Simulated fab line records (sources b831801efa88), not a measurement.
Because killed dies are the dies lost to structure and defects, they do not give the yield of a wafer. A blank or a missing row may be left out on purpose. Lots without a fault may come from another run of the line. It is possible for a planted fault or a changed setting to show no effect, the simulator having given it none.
Chamber matching | flow gf180mcu | 4 sister chambers for GF_M5_ETCH_09 on rieDiel-04
The step etches Si3N4 in CF4/O2, target depth 52 nm, time 11.6 s. 16 wafers are shown with their chamber, then 8 later ones without.

WAFERS PAIRED WITH THEIR CHAMBERS
wafer  | chamber | oesProductAu (a.u.) | throttleValvePct (%)
L074.1 | 2       | 0.982               | 5.969
L074.3 | 3       | 0.993               | 5.954
L074.6 | 0       | 1.005               | 5.973
L075.1 | 1       | 1.017               | 5.971
L075.2 | 3       | 0.993               | 5.976
L075.4 | 0       | 1.006               | 5.994
L076.1 | 3       | 1.004               | 5.964
L076.2 | 2       | 0.987               | 5.969
L076.3 | 1       | 1.001               | 5.971
L081.1 | 0       | 1.018               | 5.963
L081.2 | 3       | 0.998               | 5.970
L081.4 | 2       | 1.002               | 5.970
L085.2 | 0       | 1.012               | 5.984
L085.3 | 2       | 0.990               | 5.970
L085.5 | 1       | 1.015               | 5.975
L087.1 | 2       | 0.978               | 5.969

SIGNATURES, as means of the wafers listed above
reading          | chamber 0 | chamber 1 | chamber 2 | chamber 3 | scatter within a chamber
oesProductAu     | 1.01025   | 1.01100   | 0.98780   | 0.99700   | 0.00753
throttleValvePct | 5.97850   | 5.97233   | 5.96940   | 5.96600   | 0.00825
Rule: a wafer's distance from a chamber is the root of the sum, over the readings, of the square of ((its reading less the chamber's mean) divided by the reading's scatter). If the next closest chamber is less than 2 further off than the closest, the wafer can't be placed; otherwise it belongs to the closest. The scatter: the root of (the sum of the squares of (reading less its chamber's mean) over the shown wafers, divided by (wafers less chambers)).

WAFERS MISSING THEIR CHAMBER
wafer  | oesProductAu (a.u.) | throttleValvePct (%)
L087.3 | 0.998               | 5.975
L087.6 | 0.998               | 5.966
L090.1 | 1.001               | 5.975
L090.2 | 0.978               | 5.958
L090.3 | 1.010               | 5.967
L095.4 | 1.007               | 5.967
L095.5 | 0.989               | 5.966
L095.6 | 0.983               | 5.961

WHICH CHAMBER EACH ONE RAN IN
wafer  | from the rows above               | in truth
L087.3 | can't be placed: 3 or 2 or 0 or 1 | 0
L087.6 | can't be placed: 3 or 2 or 1      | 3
L090.1 | can't be placed: 3 or 0 or 1 or 2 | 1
L090.2 | can't be placed: 2 or 3           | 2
L090.3 | can't be placed: 1 or 0 or 3      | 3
L095.4 | can't be placed: 1 or 3 or 0 or 2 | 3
L095.5 | can't be placed: 2 or 3           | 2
L095.6 | can't be placed: 2 or 3           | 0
0 of 8 placed correctly. Cannot be placed on the basis of these rows: 8; the candidates contain the true chamber in 7. Number placed wrongly: 0.
